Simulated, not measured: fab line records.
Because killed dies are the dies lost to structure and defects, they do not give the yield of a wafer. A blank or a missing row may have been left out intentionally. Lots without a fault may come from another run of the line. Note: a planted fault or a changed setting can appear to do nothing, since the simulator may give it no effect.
Which tool is to blame? + flow gf180mcu + Sampling: 13 lots, 39 wafers, 5 of 602 route steps

## WHAT THE GAUGES SHOWED, per wafer
GF_M2_RS_MEAS_05: the measuring method here is four-point-probe. Usual: for M2_ALCU_RS the level is 0.0693 ohm/sq and the standard deviation is 0.0012.
| lot  | measured     | on            | M2_ALCU_RS (ohm/sq)  | flag |
|------|--------------|---------------|----------------------|------|
| L117 | day 18 15:43 | film metro-02 | 0.0696 0.0685 0.0698 |      |
| L118 | day 18 16:34 | film metro-03 | 0.0699 0.0666 0.0673 |      |
| L120 | day 20 01:05 | film metro-02 | 0.0706 0.0696 0.0709 |      |
| L122 | day 20 22:30 | film metro-04 | 0.0675 0.0675 0.0703 |      |
| L125 | day 21 18:58 | film metro-02 | 0.0696 0.0689 0.0686 |      |
| L126 | day 22 05:37 | film metro-02 | 0.0689 0.0682 0.0682 |      |
| L127 | day 22 08:57 | film metro-04 | 0.0700 0.0684 0.0695 |      |
| L129 | day 22 23:43 | film metro-02 | 0.0717 0.0712 0.0713 |      |
| L131 | day 23 23:05 | film metro-02 | 0.0697 0.0687 0.0695 |      |
| L132 | day 24 13:10 | film metro-03 | 0.0706 0.0705 0.0686 |      |
| L133 | day 24 13:29 | film metro-03 | 0.0683 0.0687 0.0690 |      |
| L137 | day 25 16:20 | film metro-03 | 0.0705 0.0713 0.0701 |      |
| L138 | day 25 22:04 | film metro-04 | 0.0699 0.0694 0.0709 |      |

GF_V2_CD_MEAS_14 targets a cd of 260 nm. Usual: cd nm reads 260.0 nm (standard deviation 1).
| lot  | measured     | on        | cd nm (nm)        | flag |
|------|--------------|-----------|-------------------|------|
| L117 | day 20 17:10 | cd sem-01 | 261.5 261.6 261.0 |      |
| L118 | day 20 19:29 | cd sem-01 | 259.1 259.3 259.6 |      |
| L120 | day 22 02:04 | cd sem-01 | 261.3 261.8 261.1 |      |
| L122 | day 22 23:02 | cd sem-02 | 260.8 260.0 259.4 |      |
| L125 | day 23 17:24 | cd sem-02 | 259.8 260.2 260.1 |      |
| L126 | day 24 04:04 | cd sem-01 | 260.9 261.7 262.2 |      |
| L127 | day 24 08:04 | cd sem-02 | 259.2 258.6 258.7 |      |
| L129 | day 24 21:58 | cd sem-01 | 260.5 259.9 261.3 |      |
| L131 | day 25 19:43 | cd sem-02 | 259.7 259.1 259.4 |      |
| L132 | day 26 08:20 | cd sem-02 | 261.8 261.1 259.7 |      |
| L133 | day 26 09:40 | cd sem-02 | 268.1 267.4 267.8 | OFF  |
| L137 | day 27 11:06 | cd sem-01 | 260.1 260.2 260.6 |      |
| L138 | day 27 16:04 | cd sem-02 | 268.5 268.1 268.9 | OFF  |

## EACH LOT AND THE TOOL THAT RAN IT (in order: tool; ch and the chambers of the sampled wafers; start)
| lot  | GF_M2_SPUTTER_00             | GF_M2_SPUTTER_01             | GF_V2_PEB_12                      |
|------|------------------------------|------------------------------|-----------------------------------|
| L117 | pvd sputter-04, day 18 15:28 | pvd sputter-04, day 18 15:34 | litho track-04 ch 0, day 20 16:50 |
| L118 | pvd sputter-01, day 18 16:20 | pvd sputter-01, day 18 16:26 | litho track-01 ch 0, day 20 19:09 |
| L120 | pvd sputter-04, day 20 00:52 | pvd sputter-04, day 20 00:58 | litho track-04 ch 0, day 22 01:43 |
| L122 | pvd sputter-01, day 20 22:16 | pvd sputter-01, day 20 22:22 | litho track-01 ch 0, day 22 22:42 |
| L125 | pvd sputter-03, day 21 18:45 | pvd sputter-03, day 21 18:51 | litho track-02 ch 0, day 23 17:03 |
| L126 | pvd sputter-03, day 22 05:24 | pvd sputter-03, day 22 05:30 | litho track-01 ch 0, day 24 03:43 |
| L127 | pvd sputter-01, day 22 08:43 | pvd sputter-01, day 22 08:49 | litho track-02 ch 0, day 24 07:44 |
| L129 | pvd sputter-04, day 22 23:29 | pvd sputter-04, day 22 23:35 | litho track-04 ch 0, day 24 21:37 |
| L131 | pvd sputter-04, day 23 22:47 | pvd sputter-04, day 23 22:53 | litho track-01 ch 0, day 25 19:23 |
| L132 | pvd sputter-01, day 24 12:56 | pvd sputter-01, day 24 13:02 | litho track-01 ch 0, day 26 08:00 |
| L133 | pvd sputter-03, day 24 13:16 | pvd sputter-03, day 24 13:22 | litho track-04 ch 0, day 26 09:19 |
| L137 | pvd sputter-04, day 25 16:07 | pvd sputter-04, day 25 16:13 | litho track-02 ch 0, day 27 10:45 |
| L138 | pvd sputter-03, day 25 21:50 | pvd sputter-03, day 25 21:56 | litho track-04 ch 0, day 27 15:43 |
- GF_M2_SPUTTER_00: material Ti, target thk 37.5 nm, time 150 s.
- GF_M2_SPUTTER_01: material TiN, target thk 30 nm, time 25 s.
- GF_V2_PEB_12: peb time 90 s.

## AS READ BY THE TOOLS THEMSELVES (means over the sampled wafers that have a number; for cases with no such wafer, the mark the record gives instead)
GF_M2_SPUTTER_00. Usual: throttle valve pct reads 29.9 % (standard deviation 0.9).
| lot  | tool           | throttle valve pct (%) | flag |
|------|----------------|------------------------|------|
| L117 | pvd sputter-04 | 29.3                   |      |
| L118 | pvd sputter-01 | 29.4                   |      |
| L120 | pvd sputter-04 | 29.1                   |      |
| L122 | pvd sputter-01 | 29.4                   |      |
| L125 | pvd sputter-03 | 30.2                   |      |
| L126 | pvd sputter-03 | 30.2                   |      |
| L127 | pvd sputter-01 | 29.5                   |      |
| L129 | pvd sputter-04 | 29.6                   |      |
| L131 | pvd sputter-04 | 29.1                   |      |
| L132 | pvd sputter-01 | 29.0                   |      |
| L133 | pvd sputter-03 | 30.3                   |      |
| L137 | pvd sputter-04 | 29.2                   |      |
| L138 | pvd sputter-03 | 31.2                   |      |

GF_M2_SPUTTER_01. Usual: throttle valve pct reads 29.9 % (standard deviation 0.91).
| lot  | tool           | throttle valve pct (%) | flag |
|------|----------------|------------------------|------|
| L117 | pvd sputter-04 | 29.3                   |      |
| L118 | pvd sputter-01 | 29.5                   |      |
| L120 | pvd sputter-04 | 29.4                   |      |
| L122 | pvd sputter-01 | 29.5                   |      |
| L125 | pvd sputter-03 | 30.1                   |      |
| L126 | pvd sputter-03 | 30.1                   |      |
| L127 | pvd sputter-01 | 29.5                   |      |
| L129 | pvd sputter-04 | 29.6                   |      |
| L131 | pvd sputter-04 | 29.4                   |      |
| L132 | pvd sputter-01 | 29.1                   |      |
| L133 | pvd sputter-03 | 30.4                   |      |
| L137 | pvd sputter-04 | 29.2                   |      |
| L138 | pvd sputter-03 | 31.1                   |      |

## THE ANSWER, worked out from the rows above alone
Rule: take the mean of a lot's wafers that have a number; if it is more than 3 standard deviations from the usual mean, the lot is off. Also off: a lot with no number at a reading for which 4 or more lots have one. Where the step has rows for the other lots, those lots are counted as sound. First the gauges in route order, then the tools' own readings, where a lot's mean is used as printed above. The first step at which some lot is off is used, and at that step the reading that is off furthest; a lot without a number counts as furthest.
Off, at GF_V2_CD_MEAS_14 on cd nm: L133, L138.
A tool fits if, at a process step before that reading, it ran every lot that is off, and no sound lot after the first of them. Those tools and the gauges at GF_V2_CD_MEAS_14 are tried in the same way. Can't be told from this: 3 tools fit, pvd sputter-03 at GF_M2_SPUTTER_00 and GF_M2_SPUTTER_01, litho track-04 at GF_V2_PEB_12, cd sem-02 at GF_V2_CD_MEAS_14.

## WHAT THE SIMULATOR HAD PUT IN
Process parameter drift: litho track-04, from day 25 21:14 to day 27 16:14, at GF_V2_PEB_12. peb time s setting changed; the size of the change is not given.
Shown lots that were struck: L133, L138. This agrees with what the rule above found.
